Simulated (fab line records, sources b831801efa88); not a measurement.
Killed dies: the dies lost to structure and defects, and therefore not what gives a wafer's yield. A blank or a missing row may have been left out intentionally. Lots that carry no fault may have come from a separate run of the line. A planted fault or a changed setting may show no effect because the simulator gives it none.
fab line records | flow sky130
[record] lots = 7 wafers = 21 last_day = 50
route steps=708 shown METAL2@504 VIA2@507 PAD_OPEN@708
lots with no fault: from the same line, run without faults
start_h: hours from the record's first day to the start of the lot's first wafer shown | wait_h: hours from the lot's prior step to this one | " unchanged from the row above | L1.1+2: a single row standing in for several wafers | - no value, or no start was given | * or withheld: withheld | < > ~ a bound
route shown NAME@n: NAME is a module with steps in the file, n the number in the route of the first one | usual: the fault-free wafers' mean and standard deviation | same: alike in all rows | chamber/n: place in a boat | sites: each site's reading | _std_site: standard deviation of those values | _edge_site: inner sites' mean taken away from outer sites' mean | radius_mm: for every site, how far away it sits from the centre of the wafer | mask NAME#n: copy n | behind: the tool/chamber that last shaped the wafer | hold: why the lot went on hold/how many hours it stayed there/how the hold came to an end | device: which transistor (n, p or np) failed to switch | end of line: tests run on the same wafers once the route is complete | a step given without rows: its recipe and nothing more | killed: at the first sort, the dies lost to defects and structure; wafer yield is something else | map: dies across one wafer; x = killed, . = not, _ = none there
set.NAME: setting as actually run; set.NAME@STEP: the setting as run at that earlier step | model.NAME: the simulator's own value behind a step, which no gauge read
a table for each step, a row for each wafer; lots at some steps of the route
services: a tool's chamber out of use, with start hour (start_h, from the record's first day; less than 0 if before it), hours out, and reason
[[steps]]
[step SKY_METAL2_STRIP_21]
[recipe] chemistry = post_etch_residue_remover time_s = 1200 temp_c = 72.5
[step SKY_METAL2_CLEAN_22]
[recipe] chemistry = IPA time_s = 180 temp_c = 25
[step SKY_METAL2_CLEAN_23]
[recipe] chemistry = O3/DIW dry = n2_spin
[step SKY_VIA2_HDPCVD_00]
[recipe] material = SiO2 target_thk_nm = 1180 sigma_open_frac = 0.3 time_s = 196.7 temp_c = 400 sih4_flow_sccm = 60 pressure_mtorr = 6
[step SKY_VIA2_THK_MEAS_01]
[recipe] reads = SiO2_of_VIA2_HDPCVD_00
[usual] VIA2_HDPCVD_THK = 1187/11
// columns lot.wafer tool chamber start_h wait_h VIA2_HDPCVD_THK[nm]
L930.2 film_metro-01 - 829.35 0.1 1202
L930.4 " - " " 1183
L930.5 " - " " 1207
L932.2 film_metro-04 - 848.25 0.1 1197
L932.4 " - " " 1195
L932.5 " - " " 1187
L940.3 film_metro-01 - 909.50 0.1 1192
L940.5 " - " " 1212
L940.6 " - " " 1216
L939.2 film_metro-02 - 910.31 0.1 1188
L939.4 " - " " 1180
L939.5 " - " " 1191
L942.1 film_metro-02 - 922.14 0.1 1191
L942.2 " - " " 1179
L942.6 " - " " 1187
L947.1 film_metro-02 - 962.65 0.1 1186
L947.3 " - " " 1198
L947.4 " - " " 1176
L950.1 film_metro-02 - 976.44 0.1 1183
L950.4 " - " " 1186
L950.5 " - " " 1181
[step SKY_VIA2_CMP_02]
[recipe] material = SiO2 down_force_psi = 4 platen_rpm = 60 pad_velocity_m_s = 0.94248
[usual] motor_current_A = 12.1/1.2 slurry_filter_dp_kPa = 13.51/0.13
// columns lot.wafer tool chamber start_h wait_h motor_current_A slurry_filter_dp_kPa
L930.4 cmp-02 2 829.45 0.1 14.2 13.58
L930.2 " 0 " " 13.3 13.45
L930.5 " 1 " " 13.6 13.25
L932.2 cmp-01 1 848.30 0.0 13.1 13.52
L932.4 " 0 " " 11.6 13.54
L932.5 " 1 " " 12.6 13.64
L940.3 cmp-02 0 909.59 0.1 12.8 13.53
L940.5 " 3 " " 10.6 13.32
L940.6 " 0 " " 12.5 13.63
L939.4 cmp-01 2 910.64 0.3 10.6 13.68
L939.2 " 3 " " 11.2 13.58
L939.5 " 2 " " 11.0 13.46
L942.2 cmp-01 1 922.20 0.0 12.6 13.47
L942.1 " 0 " " 10.9 13.55
L942.6 " 1 " " 12.9 13.54
L947.4 cmp-02 2 962.76 0.1 13.3 13.41
L947.1 " 3 " " 11.1 13.76
L947.3 " 0 " " 12.9 13.73
L950.4 cmp-01 0 976.60 0.1 10.9 13.47
L950.1 " 1 " " 12.6 13.58
L950.5 " 2 " " 11.5 13.50
[step SKY_VIA2_BOW_MEAS_03]
[recipe] mode = bow
[usual] VIA2_BOW = 85/6.9
// columns lot.wafer tool chamber start_h wait_h VIA2_BOW[um]
L930.2 film_metro-04 - 829.72 0.1 86
L930.4 " - " " 91
L930.5 " - " " 90
L932.2 film_metro-01 - 848.62 0.3 87
L932.4 " - " " 85
L932.5 " - " " 87
L940.3 film_metro-01 - 909.88 0.2 87
L940.5 " - " " 84
L940.6 " - " " 90
L939.2 film_metro-02 - 910.91 0.2 92
L939.4 " - " " 79
L939.5 " - " " 78
L942.1 film_metro-04 - 922.50 0.1 73
L942.2 " - " " 83
L942.6 " - " " 69
L947.1 film_metro-01 - 963.01 0.1 93
L947.3 " - " " 87
L947.4 " - " " 94
L950.1 film_metro-02 - 976.80 0.1 83
L950.4 " - " " 74
L950.5 " - " " 74
[step SKY_VIA2_DEHYDRATE_04]
[recipe] temp_c = 200 time_s = 60
[step SKY_VIA2_HMDS_05]
[recipe] prime_time_s = 60 prime_temp_c = 120
[step SKY_VIA2_COAT_06]
[recipe] resist = BARC temp_c = withheld time_s = withheld spin_rpm = 3000 resist_thk_nm = 60
[step SKY_VIA2_COAT_07]
[recipe] resist = KrF-thick spin_rpm = 3000 resist_thk_nm = 450
[step SKY_VIA2_SOFTBAKE_08]
[recipe] temp_c = 100 time_s = 90 resist = KrF-thick
[step SKY_VIA2_EXPOSE_09]
[recipe] mask_id = VIM2 na = 0.8 source_shape = annular sigma_inner = 0.55 sigma_outer = 0.85 target_cd_nm = 200 dose_mj = 38
// columns lot.wafer tool chamber start_h wait_h mask model.VIA2.overlay_x_nm
L930.2+4+5 krf_scanner-02 0 843.71 - VIM2#0 5.715
L932.2+4+5 krf_scanner-02 0 861.11 - VIM2#0 -0.1305
L940.3+5+6 krf_scanner-02 0 922.48 - VIM2#0 31.15
L939.2+4+5 krf_scanner-02 0 923.61 - VIM2#0 31.43
L942.1+2+6 krf_scanner-02 0 934.61 - VIM2#0 30.25
L947.1+3+4 krf_scanner-01 0 974.59 - VIM2#0 -0.3064
L950.1+4+5 krf_scanner-01 0 989.05 - VIM2#0 -0.2757
[step SKY_VIA2_PEB_10]
[recipe] peb_temp_c = withheld peb_time_s = withheld resist = KrF-thick
[step SKY_VIA2_DEVELOP_11]
[recipe] develop_time_s = 60 resist = KrF-thick dev_temp_c = 21
[step SKY_VIA2_CD_MEAS_12]
[recipe] target_cd_nm = 200
[usual] cd_nm = 200.2/1.6
// columns lot.wafer tool chamber start_h wait_h cd_nm
L930.2 cd_sem-01 - 855.66 - 200.9
L930.4 " - " " 200.3
L930.5 " - " " 202.4
L932.2 cd_sem-01 - 874.11 - 201.0
L932.4 " - " " 202.2
L932.5 " - " " 203.4
L940.3 cd_sem-02 - 933.91 - 201.5
L940.5 " - " " 201.1
L940.6 " - " " 200.6
L939.2 cd_sem-02 - 935.11 - 202.7
L939.4 " - " " 203.0
L939.5 " - " " 201.7
L942.1 cd_sem-01 - 945.34 - 198.6
L942.2 " - " " 199.3
L942.6 " - " " 199.3
L947.1 cd_sem-01 - 986.92 - 198.5
L947.3 " - " " 200.6
L947.4 " - " " 198.8
L950.1 cd_sem-01 - 999.92 - 199.9
L950.4 " - " " 199.5
L950.5 " - " " 198.4
[step SKY_VIA2_OVL_MEAS_13]
[usual] VIA2_OVL = 2/5.2
// columns lot.wafer tool chamber start_h wait_h VIA2_OVL[nm]
L930.2 overlay-01 - 855.76 0.1 8
L930.4 " - " " 14
L930.5 " - " " 12
L932.2 overlay-01 - 874.21 0.1 -6
L932.4 " - " " -3
L932.5 " - " " 0
L940.3 overlay-01 - 934.00 0.1 34
L940.5 " - " " 29
L940.6 " - " " 38
L939.2 overlay-02 - 935.22 0.1 33
L939.4 " - " " 29
L939.5 " - " " 38
L942.1 overlay-02 - 945.46 0.1 35
L942.2 " - " " 25
L942.6 " - " " 27
L947.1 overlay-02 - 987.04 0.1 2
L947.3 " - " " 3
L947.4 " - " " -3
L950.1 overlay-01 - 1000.04 0.1 3
L950.4 " - " " 2
L950.5 " - " " -1
[step SKY_VIA2_ETCH_14]
[recipe] chemistry = N2/H2 target = BARC ion_energy_ev = 200 source_w = 500 bias_w = 100 pressure_mtorr = 30 n2_flow_sccm = 100 h2_flow_sccm = 200 stop_on = SiO2 time_s = 45.9 target_depth_a = 600
[usual] drypump_motor_current_A = 5.9/0.37 oes_product_au = 0.855/0.0045 throttle_valve_pct = 13.224/0.0089
// columns lot.wafer tool chamber start_h wait_h drypump_motor_current_A oes_product_au rf_hours_counter_h throttle_valve_pct
L930.2 rie_diel-02 3 855.79 0.0 6.2 0.859 15 13.232
L930.4 " 1 " " 6.2 0.852 16 13.231
L930.5 " 2 " " 5.6 0.859 - 13.214
L932.2 rie_diel-02 3 874.24 0.0 6.2 0.855 15 13.223
L932.4 " 2 " " 5.6 0.852 13 13.219
L932.5 " 0 " " 5.6 0.853 - 13.228
L940.3 rie_diel-01 0 934.03 0.0 6.4 0.861 9 13.216
L940.5 " 1 " " 5.7 0.852 - 13.221
L940.6 " 0 " " 6.5 0.857 - 13.225
L939.2 rie_diel-02 2 935.25 0.0 5.6 0.855 15 13.209
L939.4 " 0 " " 5.6 0.851 - 13.217
L939.5 " 2 " " 5.6 0.853 - 13.230
L942.1 rie_diel-01 2 945.50 0.0 6.2 0.850 12 13.222
L942.2 " 1 " " 5.7 0.867 6 13.216
L942.6 " 0 " " 6.5 0.853 - 13.219
L947.1 rie_diel-04 1 987.08 0.0 5.9 0.859 6 13.214
L947.3 " 2 " " 5.5 0.853 13 13.213
L947.4 " 3 " " 5.9 0.851 18 13.221
L950.1 rie_diel-02 1 1000.08 0.0 6.2 0.846 20 13.207
L950.4 " 3 " " 6.2 0.852 19 13.228
L950.5 " 2 " " 5.6 0.848 - 13.213
[step SKY_PAD_OPEN_PROBE_99]
[usual] defect_limited_yield = 82.1/2 killed_at_M0_to_M3 = 44/7.8 killed_at_M4_up = 3.1/1.7 killed_at_contacts = 25/5.1 killed_at_front_end = 15/4.4 killed_at_other = 0.5/0.68 killed_dies = 88/9.9 killed_open = 48/6.9 killed_short = 39/6.5 sort_bin_3_pad_short = 0.8/0.42 sort_bin_5_function = 10.6/1.5 sort_bin_6_memory = 6.5/1.2 sort_n_pass = 404/9.9 sort_yield_pct = 82.1/2
[same] gross_dies = 492 killed_at_back_side = 0 sort_bin_4_leakage[%] = 0 sort_bin_8_speed[%] = 0
// columns lot.wafer tool chamber start_h wait_h defect_limited_yield[%] killed_at_M0_to_M3 killed_at_M4_up killed_at_contacts killed_at_front_end killed_at_other killed_dies killed_open killed_short sort_bin_3_pad_short[%] sort_bin_5_function[%] sort_bin_6_memory[%] sort_n_pass sort_yield_pct[%]
L940.3 prober-01 - 1144.12 0.2 79.3 49 5 30 18 0 102 45 56 1.6 11.6 7.5 390 79.3
L940.5 prober-01 - 1144.22 0.2 81.5 50 3 25 13 0 91 47 43 1.0 9.3 8.1 401 81.5
L940.6 prober-01 - 1144.27 0.2 81.3 59 1 13 18 1 92 43 47 0.8 11.2 6.7 400 81.3
L942.1 prober-02 - 1151.56 0.1 84.1 40 4 16 18 0 78 44 34 1.2 9.1 5.5 414 84.1
L942.2 prober-02 - 1151.61 0.1 85.6 49 1 7 14 0 71 45 26 0.8 7.3 6.3 421 85.6
L942.6 prober-02 - 1151.81 0.2 83.7 43 5 17 15 0 80 51 28 0.2 10.8 5.3 412 83.7
L947.1 prober-02 - 1181.80 0.1 83.7 47 4 21 7 1 80 41 39 0.4 10.6 5.3 412 83.7
L947.3 prober-02 - 1181.90 0.2 80.9 55 3 21 13 2 94 52 41 1.0 11.6 6.5 398 80.9
L947.4 prober-02 - 1181.95 0.2 81.9 48 2 25 14 0 89 48 41 2.0 8.9 7.1 403 81.9
// killed by level:class
L940.3 CONTACT:geometric_particle:open=12 VIA1:geometric_particle:short=9 VIA1:geometric_particle:open=9 LOCAL_INTERCONNECT:geometric_particle:short=7 LI_CONTACT:geometric_particle:open=6 METAL1:geometric_particle:short=6 VIA2:geometric_particle:open=5 VIA2:geometric_particle:short=5
L940.5 CONTACT:geometric_particle:open=12 VIA1:geometric_particle:short=9 VIA1:geometric_particle:open=9 LI_CONTACT:geometric_particle:open=6 VIA2:geometric_particle:open=6 VIA3:geometric_particle:open=6 CONTACT:geometric_particle:short=5 METAL1:geometric_particle:short=5
L940.6 VIA1:geometric_particle:open=12 METAL1:geometric_particle:short=10 VIA1:geometric_particle:short=10 VIA3:geometric_particle:open=10 METAL2:geometric_particle:short=7 POLY_GATE:geometric_particle:open=6 LOCAL_INTERCONNECT:geometric_particle:short=5 VIA2:geometric_particle:open=4
L942.1 VIA2:geometric_particle:open=9 CONTACT:geometric_particle:open=8 VIA1:geometric_particle:open=8 METAL1:geometric_particle:short=6 POLY_GATE:geometric_particle:short=5 POLY_GATE:geometric_particle:open=5 VIA1:geometric_particle:short=5 VIA3:geometric_particle:open=5
L942.2 VIA3:geometric_particle:open=11 VIA1:geometric_particle:open=10 FIELD_ISO:geometric_particle:open=7 METAL2:geometric_particle:short=5 VIA2:geometric_particle:open=5 CONTACT:geometric_particle:open=4 METAL3:geometric_particle:short=4 VIA3:geometric_particle:short=4
L942.6 VIA1:geometric_particle:open=15 VIA3:geometric_particle:open=8 LI_CONTACT:geometric_particle:open=7 METAL2:geometric_particle:short=6 POLY_GATE:geometric_particle:short=5 CONTACT:geometric_particle:open=5 VIA2:geometric_particle:open=5 POLY_GATE:geometric_particle:open=4
L947.1 METAL2:geometric_particle:short=9 VIA1:geometric_particle:open=8 LI_CONTACT:geometric_particle:open=7 VIA2:geometric_particle:open=7 LOCAL_INTERCONNECT:geometric_particle:short=5 CONTACT:geometric_particle:open=5 METAL1:geometric_particle:short=5 VIA3:geometric_particle:open=5
L947.3 VIA1:geometric_particle:open=13 METAL1:geometric_particle:short=9 VIA3:geometric_particle:short=7 CONTACT:geometric_particle:open=7 VIA2:geometric_particle:open=7 VIA3:geometric_particle:open=7 LI_CONTACT:geometric_particle:open=6 FIELD_ISO:geometric_particle:open=5
L947.4 VIA1:geometric_particle:open=13 CONTACT:geometric_particle:open=7 METAL2:geometric_particle:short=7 FIELD_ISO:geometric_particle:open=6 LOCAL_INTERCONNECT:geometric_particle:short=6 VIA1:geometric_particle:short=6 VIA2:geometric_particle:open=5 METAL1:geometric_particle:short=5
[[services]]
// columns tool chamber start_h hours kind
cmp-02 - 809.20 2.6 repair
krf_scanner-02 - 809.98 6.6 repair
krf_scanner-02 - 814.42 6.3 repair
cmp-01 - 817.86 3.6 repair
rie_diel-02 3 819.34 12.7 repair
cmp-02 - 838.10 2.8 repair
rie_diel-02 1 862.07 7.3 repair
krf_scanner-02 - 870.42 4.4 pm
cmp-01 - 877.87 1.8 repair
krf_scanner-02 - 897.63 1.0 pm
krf_scanner-02 - 901.35 0.8 pm
cmp-01 - 902.11 4.2 pm
rie_diel-02 0 902.39 2.3 repair
cmp-01 - 908.95 1.6 repair
cmp-02 - 912.00 4.0 pm
cmp-01 - 926.83 20.7 pm
krf_scanner-02 - 930.02 4.0 pm
rie_diel-02 3 934.95 1.3 repair
krf_scanner-02 - 939.95 1.3 pm
krf_scanner-02 - 943.17 3.6 pm
cmp-02 - 953.28 0.9 repair
krf_scanner-02 - 954.17 4.1 repair
cmp-02 - 984.13 2.3 repair
cmp-02 - 995.68 3.3 repair
[[key]]
[first_sign] step = SKY_VIA2_OVL_MEAS_13 reading = VIA2_OVL direction = up sigmas = 5.7 usual = 2 struck = 32
effect none on later readings
[model_effect] step = SKY_VIA2_EXPOSE_09 value = VIA2.overlay_x_nm without = -2.388 struck = 30.94
met_at SKY_VIA2_EXPOSE_09
struck_wafers L939.2,L939.4,L939.5,L940.3,L940.5,L940.6,L942.1,L942.2,L942.6
onset_between 861.11 922.48
[fault] kind = scanner_matching_overlay tool = krf_scanner-02 chamber = - onset_h = 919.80 steps = SKY_VIA2_EXPOSE_09 offset = 33.332
